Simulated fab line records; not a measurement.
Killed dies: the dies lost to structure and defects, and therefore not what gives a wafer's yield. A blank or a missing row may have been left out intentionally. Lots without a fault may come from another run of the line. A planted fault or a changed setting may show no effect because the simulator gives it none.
Which tool did it? + flow gf180mcu + 14 lots, 42 wafers sampled, at 5 steps of a route of 602

== WHAT THE GAUGES READ, wafer by wafer ==
GF_STI_THK_MEAS_02. Usual: STI_OXIDATION_THK gives 9.97 nm (standard deviation 0.21).
| lot  | measured    | on            | STI_OXIDATION_THK (nm) | flag |
|------|-------------|---------------|------------------------|------|
| L845 | day 1 11:31 | film_metro-01 | 10.11 10.00 10.10      |      |
| L846 | day 1 17:01 | film_metro-04 | 10.09 9.87 9.94        |      |
| L847 | day 1 21:58 | film_metro-02 | 10.27 10.05 10.28      |      |
| L848 | day 2 02:53 | film_metro-01 | 10.05 10.14 10.18      |      |
| L849 | day 2 07:32 | film_metro-01 | 9.77 9.59 9.74         |      |
| L850 | day 2 12:31 | film_metro-02 | 9.96 10.09 10.15       |      |
| L851 | day 2 17:32 | film_metro-04 | 10.11 10.19 9.86       |      |
| L852 | day 2 22:31 | film_metro-02 | 10.07 9.97 10.22       |      |
| L853 | day 3 03:42 | film_metro-01 | 9.85 9.63 9.60         |      |
| L854 | day 3 08:35 | film_metro-02 | 9.98 10.06 9.99        |      |
| L855 | day 3 13:32 | film_metro-04 | 9.66 9.59 9.74         |      |
| L857 | day 3 23:31 | film_metro-02 | 9.91 9.86 10.03        |      |
| L859 | day 4 09:31 | film_metro-01 | 10.03 10.12 10.11      |      |
| L861 | day 4 21:44 | film_metro-02 | 10.03 10.18 9.93       |      |

GF_VT_IMPLANT_TW_MEAS_21. Usual: VT_IMPLANT_2_TW gives 1210 (standard deviation 9.5).
| lot  | measured     | on            | VT_IMPLANT_2_TW | flag |
|------|--------------|---------------|-----------------|------|
| L845 | day 6 05:17  | film_metro-02 | 1202 1209 1201  |      |
| L846 | day 6 11:57  | film_metro-02 | 1208 1201 1201  |      |
| L847 | day 6 15:43  | film_metro-03 | 1214 1219 1220  |      |
| L848 | day 7 02:32  | film_metro-03 | 1221 1214 1213  |      |
| L849 | day 7 05:47  | film_metro-03 | 1217 1212 1219  |      |
| L850 | day 7 12:20  | film_metro-02 | 1208 1208 1208  |      |
| L851 | day 7 18:14  | film_metro-01 | 1195 1194 1196  |      |
| L852 | day 8 00:23  | film_metro-02 | 1215 1211 1214  |      |
| L853 | day 8 06:58  | film_metro-02 | 1205 1209 1212  |      |
| L854 | day 8 15:34  | film_metro-03 | 1221 1216 1216  |      |
| L855 | day 8 21:15  | film_metro-03 | 1223 1213 1213  |      |
| L857 | day 9 08:35  | film_metro-01 | 1113 1108 1108  | OFF  |
| L859 | day 10 00:13 | film_metro-03 | 1133 1137 1136  | OFF  |
| L861 | day 10 14:29 | film_metro-03 | 1134 1131 1138  | OFF  |

GF_VT_IMPLANT_OVL_MEAS_29. Usual: VT_IMPLANT_02_OVL gives 0.5 nm (standard deviation 1.3).
| lot  | measured     | on         | VT_IMPLANT_02_OVL (nm) | flag |
|------|--------------|------------|------------------------|------|
| L845 | day 6 19:53  | overlay-01 | -0.5 1.0 1.7           |      |
| L846 | day 7 02:43  | overlay-01 | 2.4 2.8 1.1            |      |
| L847 | day 7 06:53  | overlay-02 | -0.3 -0.5 -1.1         |      |
| L848 | day 7 17:40  | overlay-02 | 1.0 -2.8 -0.1          |      |
| L849 | day 7 21:08  | overlay-01 | -0.4 -1.2 -0.5         |      |
| L850 | day 8 04:05  | overlay-01 | 1.7 1.3 1.1            |      |
| L851 | day 8 09:44  | overlay-02 | 0.5 0.6 2.1            |      |
| L852 | day 8 16:17  | overlay-02 | -0.4 -2.2 -1.1         |      |
| L853 | day 8 22:50  | overlay-01 | 1.4 -0.6 -0.3          |      |
| L854 | day 9 08:35  | overlay-01 | 1.4 1.4 2.3            |      |
| L855 | day 9 13:54  | overlay-01 | 0.6 1.5 1.4            |      |
| L857 | day 10 01:38 | overlay-01 | 2.3 2.5 2.3            |      |
| L859 | day 10 18:00 | overlay-02 | -0.2 -0.1 -0.4         |      |
| L861 | day 11 08:25 | overlay-02 | -0.2 1.0 -0.4          |      |

GF_POLY_GATE_THK_MEAS_01. Usual: POLY_GATE_CVD_00_THK gives 200.4 nm (standard deviation 1.9).
| lot  | measured     | on            | POLY_GATE_CVD_00_THK (nm) | flag |
|------|--------------|---------------|---------------------------|------|
| L845 | day 8 09:50  | film_metro-03 | 201.4 204.5 202.9         |      |
| L846 | day 8 18:04  | film_metro-03 | 200.9 200.7 201.4         |      |
| L847 | day 8 22:23  | film_metro-03 | 202.8 202.1 204.4         |      |
| L848 | day 9 08:26  | film_metro-02 | 201.8 199.5 201.2         |      |
| L849 | day 9 15:25  | film_metro-02 | 196.6 197.0 197.0         |      |
| L850 | day 9 21:38  | film_metro-02 | 197.7 197.6 197.9         |      |
| L851 | day 10 01:24 | film_metro-04 | 199.4 202.0 201.1         |      |
| L852 | day 10 09:11 | film_metro-02 | 199.8 198.0 198.0         |      |
| L853 | day 10 15:12 | film_metro-04 | 199.5 201.9 199.2         |      |
| L854 | day 11 02:00 | film_metro-03 | 200.5 201.2 201.0         |      |
| L855 | day 11 07:44 | film_metro-04 | 200.9 199.1 199.2         |      |
| L857 | day 11 22:02 | film_metro-03 | 202.0 201.6 201.8         |      |
| L859 | day 12 14:07 | film_metro-02 | 198.4 198.7 199.0         |      |
| L861 | day 13 06:24 | film_metro-02 | 202.8 201.8 201.5         |      |

== WHICH TOOL RAN EACH LOT (tool, then ch and the chambers of the sampled wafers, then the start) ==
| lot  | GF_VT_IMPLANT_IMPLANT_19        |
|------|---------------------------------|
| L845 | implanter-03 ch 0, day 6 05:04  |
| L846 | implanter-01 ch 0, day 6 11:44  |
| L847 | implanter-04 ch 0, day 6 15:28  |
| L848 | implanter-04 ch 0, day 7 02:20  |
| L849 | implanter-04 ch 0, day 7 05:33  |
| L850 | implanter-01 ch 0, day 7 12:06  |
| L851 | implanter-04 ch 0, day 7 18:01  |
| L852 | implanter-04 ch 0, day 8 00:09  |
| L853 | implanter-01 ch 0, day 8 06:44  |
| L854 | implanter-04 ch 0, day 8 15:19  |
| L855 | implanter-04 ch 0, day 8 21:02  |
| L857 | implanter-01 ch 0, day 9 08:21  |
| L859 | implanter-01 ch 0, day 9 23:59  |
| L861 | implanter-01 ch 0, day 10 14:14 |
- GF_VT_IMPLANT_IMPLANT_19

== WHAT THE TOOLS THEMSELVES READ (means of the sampled wafers that have a number; where no wafer has one, the mark that the record gives instead) ==
GF_VT_IMPLANT_IMPLANT_19. Usual: beam_energy_keV reads 100.00 (standard deviation 0.031).
| lot  | tool         | beam_energy_keV | flag |
|------|--------------|-----------------|------|
| L845 | implanter-03 | 100.00          |      |
| L846 | implanter-01 | 100.01          |      |
| L847 | implanter-04 | 99.98           |      |
| L848 | implanter-04 | 99.97           |      |
| L849 | implanter-04 | 99.97           |      |
| L850 | implanter-01 | 99.95           |      |
| L851 | implanter-04 | 100.01          |      |
| L852 | implanter-04 | 99.98           |      |
| L853 | implanter-01 | 100.03          |      |
| L854 | implanter-04 | 100.02          |      |
| L855 | implanter-04 | 100.02          |      |
| L857 | implanter-01 | 78.61           | OFF  |
| L859 | implanter-01 | 78.65           | OFF  |
| L861 | implanter-01 | 78.65           | OFF  |

== THE ANSWER, worked out from the rows above alone ==
Rule: a lot counts as off when the mean over its wafers that have a number is more than 3 standard deviations away from the usual mean. Also off: a lot with no number at a reading for which 4 or more lots have one. The other lots that the step has rows for count as sound. After the gauges, taken in route order, come the tools' own readings; for these a lot's mean is taken, as printed above. The first step at which some lot is off is used, and at that step the reading that is off furthest; a lot without a number counts as furthest.
Off: at GF_VT_IMPLANT_TW_MEAS_21 (VT_IMPLANT_2_TW), L857, L859, L861.
A tool fits if, at a process step before that reading, it ran every lot that is off, and no sound lot after the first of them. Not tried: the gauges at GF_VT_IMPLANT_TW_MEAS_21; whatever is off there is also off at GF_VT_IMPLANT_IMPLANT_19, on other tools, and gauge error can't account for it. One fits: implanter-01 at GF_VT_IMPLANT_IMPLANT_19. Its last sound lot is L853 (day 8 06:44), its first lot that is off L857 (day 9 08:21): a fault that began between those two fits.
On the lots that are off, the tool's own readings at GF_VT_IMPLANT_IMPLANT_19 differ by more than 5 times the standard deviation of the sound lots' means, which bears it out; beam_energy_keV reads 78.64 there versus 99.99 on the sound lots.

== WHAT THE SIMULATOR HAD INSERTED ==
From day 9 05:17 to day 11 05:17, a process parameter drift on implanter-01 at GF_VT_IMPLANT_IMPLANT_19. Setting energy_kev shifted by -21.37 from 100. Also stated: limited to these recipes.
Struck lots among those shown: L857, L859, L861. The rule given above showed the same thing.
